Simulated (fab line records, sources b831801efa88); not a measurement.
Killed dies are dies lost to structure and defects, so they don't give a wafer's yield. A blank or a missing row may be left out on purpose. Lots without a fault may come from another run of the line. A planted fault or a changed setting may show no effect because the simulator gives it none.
Split-lot experiment | flow sky130 | 5 lots, 23 wafers read, on a route of 708 steps

THE SPLIT
At SKY_LI_CONTACT_HDPCVD_00 (deposits PSG, target thk 930 nm, time 155 s), the setting time_s was moved away from the recipe's 155 s on 7 of the 23 wafers read, by -12.1% to +5.4%. The other wafers ran this setting at the recipe's value.

The file shows no step between the split and the reading.

THE READING
LI_CONTACT_HDPCVD_THK, in nm, at SKY_LI_CONTACT_THK_MEAS_01. Fault-free wafers of this fab line usually give 930 nm, standard deviation 7.9 nm.

wafer  | tool, chamber at the split | time_s as run, s | against the recipe | LI_CONTACT_HDPCVD_THK, nm | against lot-mates on the recipe
L074.1 | hdpcvd-02, 2               | 155              | recipe             | 924                       | -
L074.2 | hdpcvd-02, 0               | 155              | recipe             | 928                       | -
L074.3 | hdpcvd-02, 1               | 155              | recipe             | 934                       | -
L074.4 | hdpcvd-02, 0               | 155              | recipe             | 921                       | -
L074.6 | hdpcvd-02, 1               | 155              | recipe             | 944                       | -
L075.1 | hdpcvd-01, 0               | 155              | recipe             | 944                       | -
L075.3 | hdpcvd-01, 2               | 155              | recipe             | 931                       | -
L075.4 | hdpcvd-01, 1               | 163.3            | +5.4%              | 977                       | +36
L075.5 | hdpcvd-01, 0               | 163.3            | +5.4%              | 995                       | +54
L075.6 | hdpcvd-01, 2               | 155              | recipe             | 948                       | -
L076.1 | hdpcvd-02, 1               | 142.7            | -7.9%              | 866                       | -64
L076.2 | hdpcvd-02, 0               | 155              | recipe             | 934                       | -
L076.3 | hdpcvd-02, 2               | 155              | recipe             | 925                       | -
L076.5 | hdpcvd-02, 1               | 142.7            | -7.9%              | 857                       | -72
L076.6 | hdpcvd-02, 2               | 142.7            | -7.9%              | 855                       | -74
L077.1 | hdpcvd-01, 1               | 155              | recipe             | 915                       | -
L077.2 | hdpcvd-01, 0               | 136.2            | -12.1%             | 831                       | -99
L077.3 | hdpcvd-01, 2               | 155              | recipe             | 928                       | -
L077.4 | hdpcvd-01, 0               | 155              | recipe             | 946                       | -
L077.6 | hdpcvd-01, 1               | 136.2            | -12.1%             | 822                       | -108
L081.1 | hdpcvd-02, 1               | 155              | recipe             | 925                       | -
L081.2 | hdpcvd-02, 0               | 155              | recipe             | 930                       | -
L081.3 | hdpcvd-02, 2               | 155              | recipe             | 924                       | -

THE FIT
A straight line over all 23 wafers: LI_CONTACT_HDPCVD_THK changes by +9.02 nm for each +1% of time_s; r = +0.98; the points scatter about the line by 9.2 nm.
The same after taking each lot's own level away (the mean of its wafers on the recipe; 23 wafers): +8.6 nm for each +1%; r = +0.98; scatter 7.9 nm.
On that fit, the largest move of time_s shifts the reading by 1e+02 nm.
The lots' own levels span 926.3 to 941.0 nm, that is 1.9 times the standard deviation above.
So the lot-to-lot level changes the slope little: the two slopes agree.
Check: with one of the wafers moved furthest among these (-12.1%) left out of the fit, the line predicts -107 nm for it against its lot-mates. It came out at -98.7 nm against them.

OTHER SPLITS ON THESE WAFERS
These wafers also went through other splits before the reading. Each is held against what the fit with the lots' levels taken away leaves over:
other split on the same wafers      | wafers away from the commonest value | r with LI_CONTACT_HDPCVD_THK (lot level and that fit taken away)
SKY_SD_P_DEVELOP_06 develop_time_s  | 8                                    | +0.36
SKY_RES_XHIGH_COAT_02 resist_thk_nm | 7                                    | +0.11
SKY_SD_N_DEVELOP_06 develop_time_s  | 6                                    | -0.04

THE WHOLE CHAIN: every reading that the file lists as answering this split, in the file's order
step                       | what it does                                | reading                                                                             | change (the file's fit)             | r (the file's)
SKY_LI_CONTACT_HDPCVD_00   | deposits PSG, target thk 930 nm, time 155 s | PSG_of_LI_CONTACT_HDPCVD_00.thk_nm (the simulator's own value, which no gauge read) | +8.6 nm for each +1% of the setting | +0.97
SKY_LI_CONTACT_THK_MEAS_01 |                                             | LI_CONTACT_HDPCVD_THK                                                               | +8.58 for each +1% of the setting   | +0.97

THE FILE'S OWN FIT
LI_CONTACT_HDPCVD_THK changes by +8.58 nm for each +1% of time_s, r = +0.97.
